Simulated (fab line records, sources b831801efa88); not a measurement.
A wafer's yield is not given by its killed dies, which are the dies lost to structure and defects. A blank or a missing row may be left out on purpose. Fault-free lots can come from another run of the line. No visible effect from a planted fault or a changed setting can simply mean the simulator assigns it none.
Code-filled problem report in 8D (eight disciplines) form -- flow sky130 -- the parts of the form that need people (team, actions taken, sign-off) are left out

1. WHAT IS WRONG
Wafers free of any fault read 6.94 ohm/sq (standard deviation 0.085) for CAPM_TIN_RS at SKY_CAPM_RS_MEAS_03, against a mean of 7.70 ohm/sq on 9 wafers of 3 lots. That puts it +9.0 standard deviations away from the usual mean.
The step: measures by four-point-probe.
The first sign was on wafer L499.1 at day 40 00:15, on filmMetro-01. At this step, 30 wafers from 10 lots have a number in the record. Rule for "out", or "out of limits": more than 4 standard deviations from the usual mean. The other wafers with a number count as sound.

2. WHAT IT IS AND WHAT IT IS NOT
question,is,is not
which readings at this step,CAPM_TIN_RS,-
which lots,"L499, L501, L502","L487, L491, L492, L494, L498, L509, L510"
which wafers of those lots,all that have a number,-
read on which gauges,"filmMetro-01, filmMetro-03",filmMetro-02
when,from day 40 00:15,"up to then (15 sound wafers); but 6 sound wafers of L509, L510 came after"

3. WHAT RULES OUT EACH SUSPECT
Counting: a tool at a process step up to the reading stays a suspect if it ran every lot that is out and no sound lot after the first of them.
- the gauge at SKY_CAPM_RS_MEAS_03: ruled out. The wafers that are out were read on 2 gauges (filmMetro-01, filmMetro-03).
- pvdSputter-01 at SKY_CAPM_SPUTTER_02 (material TiN, target thk 200 nm, time 166.7 s): kept. All lots that are out passed through it, beginning with L499 at day 40 00:08, and no sound lot followed; its final sound lot before that point was L492 at day 38 07:37. Its own readings are out on those wafers: cathodeDcPowerW.
Remaining after the count: pvdSputter-01 at SKY_CAPM_SPUTTER_02.

4. THE CAUSE (what the simulator had put in)
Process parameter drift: pvdSputter-01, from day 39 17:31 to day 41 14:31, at SKY_CAPM_SPUTTER_02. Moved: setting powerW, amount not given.
The count eliminated every tool but this one.

5. THE CHAIN OF EFFECTS, in route order
One row per reading whose mean, taken over the struck wafers that have a number, lies over 3 standard deviations from the usual. Only readings whose record carries a usual standard deviation are examined. hours: median over the lots of the time between each lot's start at the first step of this table that gives one and its start at this step. sigmas: the change, counted in usual standard deviations.
hours,step,reading,usual,on struck wafers,change,sigmas
0,SKY_CAPM_SPUTTER_02,cathodeDcPowerW,6500.0 W,5887.2,-612.8,-99 or more
0,SKY_CAPM_RS_MEAS_03,CAPM_TIN_RS,6.94 ohm/sq,7.70,+0.76,+9.0
0,SKY_CAPM_THK_MEAS_04,CAPM_TIN_THK,200.9 nm,181.4,-19.5,-8.1
24,SKY_CAPM_METAL_ETCH_13,oesProductAu,0.939 a.u.,0.888,-0.051,-6.6
Its process steps:
- SKY_CAPM_SPUTTER_02: material TiN, target thk 200 nm, time 166.7 s.
- SKY_CAPM_METAL_ETCH_13: etches TiN in Cl2/BCl3, stops on SiO2, target depth 220 nm, time 62.9 s.
At these later measuring or inspecting steps, every struck wafer for which the step has a row has a number for every such reading, and none has moved that far: SKY_CAPM_OVL_MEAS_12.

6. WHAT WOULD HAVE CAUGHT IT SOONER
7 hours passed between the start of the fault at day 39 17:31 and the first reading out of limits at a measuring or inspecting step in this record, taken at day 40 00:15.
The tool's own readings at SKY_CAPM_SPUTTER_02 were out on every struck wafer that the step has a row for (cathodeDcPowerW): an alarm limit on them would have fired on the first of those.
Lots out: 3; of these, L501, L502 started SKY_CAPM_SPUTTER_02 on pvdSputter-01 after day 40 00:15. A hold on the tool at that time would have spared those 2.
